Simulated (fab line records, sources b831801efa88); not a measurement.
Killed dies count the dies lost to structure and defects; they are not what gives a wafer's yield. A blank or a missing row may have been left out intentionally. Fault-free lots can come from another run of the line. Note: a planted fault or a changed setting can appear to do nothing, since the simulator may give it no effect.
Which tool is to blame? || flow sky130 || 42 wafers from 14 lots sampled at 4 of the route's 708 steps

WHAT THE GAUGES READ, wafer by wafer
SKY_VT_ADJUST_HVTR_TW_MEAS_11.
{"lot": "L226", "measured": "day 9 12:38", "on": "filmMetro-01", "VT_ADJUST_HVTR_TW": "209.6 210.5 209.1"}
{"lot": "L227", "measured": "day 9 20:55", "on": "filmMetro-01", "VT_ADJUST_HVTR_TW": "210.8 210.8 209.7"}
{"lot": "L229", "measured": "day 10 12:07", "on": "filmMetro-02", "VT_ADJUST_HVTR_TW": "206.5 207.1 207.2"}
{"lot": "L230", "measured": "day 10 20:01", "on": "filmMetro-03", "VT_ADJUST_HVTR_TW": "209.3 210.0 210.2"}
{"lot": "L231", "measured": "day 10 22:07", "on": "filmMetro-02", "VT_ADJUST_HVTR_TW": "207.3 206.6 206.3"}
{"lot": "L232", "measured": "day 11 10:06", "on": "filmMetro-02", "VT_ADJUST_HVTR_TW": "207.3 206.2 206.9"}
{"lot": "L233", "measured": "day 11 17:10", "on": "filmMetro-03", "VT_ADJUST_HVTR_TW": "211.0 211.3 211.0"}
{"lot": "L234", "measured": "day 11 20:48", "on": "filmMetro-01", "VT_ADJUST_HVTR_TW": "210.7 210.3 209.5"}
{"lot": "L237", "measured": "day 12 21:48", "on": "filmMetro-02", "VT_ADJUST_HVTR_TW": "208.5 208.4 206.7"}
{"lot": "L238", "measured": "day 13 00:30", "on": "filmMetro-02", "VT_ADJUST_HVTR_TW": "207.2 207.5 207.7"}
{"lot": "L243", "measured": "day 14 14:57", "on": "filmMetro-02", "VT_ADJUST_HVTR_TW": "207.6 206.4 208.2"}
{"lot": "L244", "measured": "day 14 18:29", "on": "filmMetro-03", "VT_ADJUST_HVTR_TW": "210.6 210.8 211.1"}
{"lot": "L245", "measured": "day 15 06:46", "on": "filmMetro-02", "VT_ADJUST_HVTR_TW": "206.7 208.3 207.8"}
{"lot": "L246", "measured": "day 15 17:23", "on": "filmMetro-03", "VT_ADJUST_HVTR_TW": "210.9 210.1 209.2"}

SKY_SONOS_ONO_CD_MEAS_13: target cd 410 nm.
{"lot": "L226", "measured": "day 12 16:11", "on": "cdSem-02", "cdNm (nm)": "407.5 409.9 409.7"}
{"lot": "L227", "measured": "day 13 01:56", "on": "cdSem-01", "cdNm (nm)": "404.2 405.8 406.6"}
{"lot": "L229", "measured": "day 13 19:29", "on": "cdSem-01", "cdNm (nm)": "412.2 414.3 411.6"}
{"lot": "L230", "measured": "day 14 03:41", "on": "cdSem-02", "cdNm (nm)": "409.4 408.2 409.0"}
{"lot": "L231", "measured": "day 14 08:40", "on": "cdSem-01", "cdNm (nm)": "412.8 415.2 412.6"}
{"lot": "L232", "measured": "day 14 22:25", "on": "cdSem-01", "cdNm (nm)": "412.2 412.2 412.3"}
{"lot": "L233", "measured": "day 15 05:05", "on": "cdSem-02", "cdNm (nm)": "408.8 408.8 408.3"}
{"lot": "L234", "measured": "day 15 12:05", "on": "cdSem-02", "cdNm (nm)": "410.1 412.1 411.4"}
{"lot": "L237", "measured": "day 16 09:56", "on": "cdSem-01", "cdNm (nm)": "413.7 413.2 411.7"}
{"lot": "L238", "measured": "day 16 13:10", "on": "cdSem-01", "cdNm (nm)": "406.3 404.4 405.9"}
{"lot": "L243", "measured": "day 18 10:19", "on": "cdSem-02", "cdNm (nm)": "408.0 411.3 409.9"}
{"lot": "L244", "measured": "day 18 13:46", "on": "cdSem-01", "cdNm (nm)": "410.3 410.8 410.9"}
{"lot": "L245", "measured": "day 19 04:08", "on": "cdSem-02", "cdNm (nm)": "415.6 417.2 414.2"}
{"lot": "L246", "measured": "day 19 16:08", "on": "cdSem-02", "cdNm (nm)": "406.2 407.3 407.6"}

SKY_POLY_GATE_THK_MEAS_01.
{"lot": "L226", "measured": "day 13 23:25", "on": "filmMetro-04", "POLY_GATE_CVD_00_THK (nm)": "179.4 181.0 179.3"}
{"lot": "L227", "measured": "day 14 08:54", "on": "filmMetro-04", "POLY_GATE_CVD_00_THK (nm)": "182.0 180.7 179.6"}
{"lot": "L229", "measured": "day 15 05:16", "on": "filmMetro-02", "POLY_GATE_CVD_00_THK (nm)": "182.5 181.2 180.8"}
{"lot": "L230", "measured": "day 15 11:32", "on": "filmMetro-02", "POLY_GATE_CVD_00_THK (nm)": "180.8 183.9 182.3"}
{"lot": "L231", "measured": "day 15 20:14", "on": "filmMetro-04", "POLY_GATE_CVD_00_THK (nm)": "181.6 180.4 181.0"}
{"lot": "L232", "measured": "day 16 07:34", "on": "filmMetro-01", "POLY_GATE_CVD_00_THK (nm)": "181.8 181.7 181.1"}
{"lot": "L233", "measured": "day 16 15:39", "on": "filmMetro-02", "POLY_GATE_CVD_00_THK (nm)": "179.4 179.2 179.5"}
{"lot": "L234", "measured": "day 16 20:47", "on": "filmMetro-02", "POLY_GATE_CVD_00_THK (nm)": "183.0 181.6 180.6"}
{"lot": "L237", "measured": "day 18 01:28", "on": "filmMetro-02", "POLY_GATE_CVD_00_THK (nm)": "176.8 178.5 179.7"}
{"lot": "L238", "measured": "day 18 01:27", "on": "filmMetro-04", "POLY_GATE_CVD_00_THK (nm)": "179.1 178.6 179.4"}
{"lot": "L243", "measured": "day 19 22:48", "on": "filmMetro-01", "POLY_GATE_CVD_00_THK (nm)": "178.7 177.3 179.7"}
{"lot": "L244", "measured": "day 20 04:12", "on": "filmMetro-01", "POLY_GATE_CVD_00_THK (nm)": "180.7 179.5 179.3"}
{"lot": "L245", "measured": "day 20 16:41", "on": "filmMetro-04", "POLY_GATE_CVD_00_THK (nm)": "178.7 178.3 180.0"}
{"lot": "L246", "measured": "day 21 03:43", "on": "filmMetro-02", "POLY_GATE_CVD_00_THK (nm)": "180.2 180.5 180.6"}

TOOL THAT RAN EACH LOT (tool first, then ch and the chambers of the sampled wafers, then the start)
{"lot": "L226", "SKY_PWDE_IMPLANT_08": "implanter-04 ch 0, day 3 20:49"}
{"lot": "L227", "SKY_PWDE_IMPLANT_08": "implanter-04 ch 0, day 4 02:49"}
{"lot": "L229", "SKY_PWDE_IMPLANT_08": "implanter-04 ch 0, day 4 15:49"}
{"lot": "L230", "SKY_PWDE_IMPLANT_08": "implanter-03 ch 0, day 4 18:23"}
{"lot": "L231", "SKY_PWDE_IMPLANT_08": "implanter-01 ch 0, day 4 23:32"}
{"lot": "L232", "SKY_PWDE_IMPLANT_08": "implanter-01 ch 0, day 5 07:58"}
{"lot": "L233", "SKY_PWDE_IMPLANT_08": "implanter-04 ch 0, day 5 13:42"}
{"lot": "L234", "SKY_PWDE_IMPLANT_08": "implanter-01 ch 0, day 5 15:52"}
{"lot": "L237", "SKY_PWDE_IMPLANT_08": "implanter-04 ch 0, day 6 10:25"}
{"lot": "L238", "SKY_PWDE_IMPLANT_08": "implanter-01 ch 0, day 6 14:19"}
{"lot": "L243", "SKY_PWDE_IMPLANT_08": "implanter-03 ch 0, day 7 18:13"}
{"lot": "L244", "SKY_PWDE_IMPLANT_08": "implanter-04 ch 0, day 7 22:37"}
{"lot": "L245", "SKY_PWDE_IMPLANT_08": "implanter-04 ch 0, day 8 07:59"}
{"lot": "L246", "SKY_PWDE_IMPLANT_08": "implanter-04 ch 0, day 8 15:19"}
- SKY_PWDE_IMPLANT_08

WHAT THE TOOLS THEMSELVES READ (means of the sampled wafers that have a number; where no wafer has one, the mark that the record gives instead)
SKY_PWDE_IMPLANT_08.
{"lot": "L226", "tool": "implanter-04", "beamEnergyKeV": 150.04, "faradayCurrentUA": 20.2}
{"lot": "L227", "tool": "implanter-04", "beamEnergyKeV": 150.02, "faradayCurrentUA": 20.4}
{"lot": "L229", "tool": "implanter-04", "beamEnergyKeV": 149.99, "faradayCurrentUA": 20.0}
{"lot": "L230", "tool": "implanter-03", "beamEnergyKeV": 149.97, "faradayCurrentUA": 20.6}
{"lot": "L231", "tool": "implanter-01", "beamEnergyKeV": 149.99, "faradayCurrentUA": 20.5}
{"lot": "L232", "tool": "implanter-01", "beamEnergyKeV": 149.97, "faradayCurrentUA": 20.6}
{"lot": "L233", "tool": "implanter-04", "beamEnergyKeV": 150.02, "faradayCurrentUA": 20.2}
{"lot": "L234", "tool": "implanter-01", "beamEnergyKeV": 172.22, "faradayCurrentUA": 20.1}
{"lot": "L237", "tool": "implanter-04", "beamEnergyKeV": 149.99, "faradayCurrentUA": 20.2}
{"lot": "L238", "tool": "implanter-01", "beamEnergyKeV": 172.29, "faradayCurrentUA": 20.1}
{"lot": "L243", "tool": "implanter-03", "beamEnergyKeV": 150.02, "faradayCurrentUA": 20.2}
{"lot": "L244", "tool": "implanter-04", "beamEnergyKeV": 149.98, "faradayCurrentUA": 20.4}
{"lot": "L245", "tool": "implanter-04", "beamEnergyKeV": 150.07, "faradayCurrentUA": 20.1}
{"lot": "L246", "tool": "implanter-04", "beamEnergyKeV": 149.99, "faradayCurrentUA": 20.3}

THE ANSWER, worked out from the rows above alone
Rule: the usual values come from the lots themselves. Put in order of their means at a reading, lots are off if they are a third of the lots or fewer, leave a main group of 4 or more, and stand apart from it by a gap of 3 or more times the standard deviation of the main group's means; of several such gaps the widest counts. The tables above print the reading to a certain number of digits; a main group whose means all agree to those digits is not used. Also off: a lot with no number at a reading for which 4 or more lots have one. Where the step has rows for the other lots, those lots are counted as sound. After the gauges, taken in route order, come the tools' own readings; for these a lot's mean is taken, as printed above. The first step at which some lot is off is used, and at that step the reading that is off furthest; a lot without a number counts as furthest.
Off: L234, L238, at SKY_PWDE_IMPLANT_08 (beamEnergyKeV). Main group: mean 150.00, sd 0.029.
If a tool, at that step or one of the process steps before it, ran each lot that is off and ran no sound lot following the first of them, it fits. One fits: implanter-01 at SKY_PWDE_IMPLANT_08. A fault onset in the window from L232 (day 5 07:58, its last sound lot) to L234 (day 5 15:52, its first lot off) fits.
The tool's own readings at SKY_PWDE_IMPLANT_08 bear it out: on the lots that are off they differ by more than 5 times the standard deviation of the sound lots' means. beamEnergyKeV reads 172.25 there against 150.00 on the sound lots.

WHAT THE SIMULATOR PUT IN
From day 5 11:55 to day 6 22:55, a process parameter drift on implanter-01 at SKY_PWDE_IMPLANT_08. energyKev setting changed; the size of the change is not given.
Lots struck among those shown: L234, L238. The rule given above showed the same thing.
